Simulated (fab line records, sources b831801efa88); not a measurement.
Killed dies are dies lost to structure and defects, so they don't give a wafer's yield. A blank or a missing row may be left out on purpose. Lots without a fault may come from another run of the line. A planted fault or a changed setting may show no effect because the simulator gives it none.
Chamber matching | flow sky130 | SKY_CONTACT_ETCH_17 on rie_diel-04: 4 sister chambers
The step etches SiO2 in C4F8/O2/Ar, stops on Si3N4, target depth 340 nm. 4 wafers are shown with their chamber, then 10 later ones without.

WAFERS WITH THEIR CHAMBER
wafer  | chamber | oes_product_au (a.u.)
L079.1 | 1       | 0.897
L081.5 | 3       | 0.897
L084.1 | 0       | 0.892
L084.2 | 2       | 0.890

WAFERS WITHOUT THEIR CHAMBER
wafer  | oes_product_au (a.u.)
L084.6 | 0.901
L088.1 | 0.896
L088.3 | 0.896
L088.4 | 0.887
L091.1 | 0.902
L091.5 | 0.887
L091.6 | 0.894
L092.2 | 0.886
L092.4 | 0.898
L092.6 | 0.895

WHICH CHAMBER EACH WENT THROUGH
wafer  | from the rows above               | in truth
L084.6 | can't be placed: 1 or 3 or 0      | 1
L088.1 | can't be placed: 1 or 3 or 0 or 2 | 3
L088.3 | can't be placed: 1 or 3 or 0 or 2 | 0
L088.4 | can't be placed: 2 or 0           | 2
L091.1 | can't be placed: 1 or 3 or 0      | 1
L091.5 | can't be placed: 2 or 0           | 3
L091.6 | can't be placed: 0 or 1 or 3 or 2 | 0
L092.2 | can't be placed: 2 or 0           | 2
L092.4 | can't be placed: 1 or 3 or 0      | 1
L092.6 | can't be placed: 1 or 3 or 0 or 2 | 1
Placed correctly: 0 of 10. Can't be placed from these rows: 10 (the true chamber is among the candidates in 9). Placed wrongly: 0.
How it was worked out, from the rows above alone: a wafer's distance from a chamber is the root of the sum, over the readings, of the square of ((its reading less the chamber's mean) divided by the reading's scatter). The wafer belongs to the nearest chamber; if the next one is less than 2 further off, it can't be placed. A chamber's mean is the mean of its shown wafers. The scatter: with one shown wafer a chamber, the root of the mean of the squares of how far each hidden wafer lies from its nearest shown one.
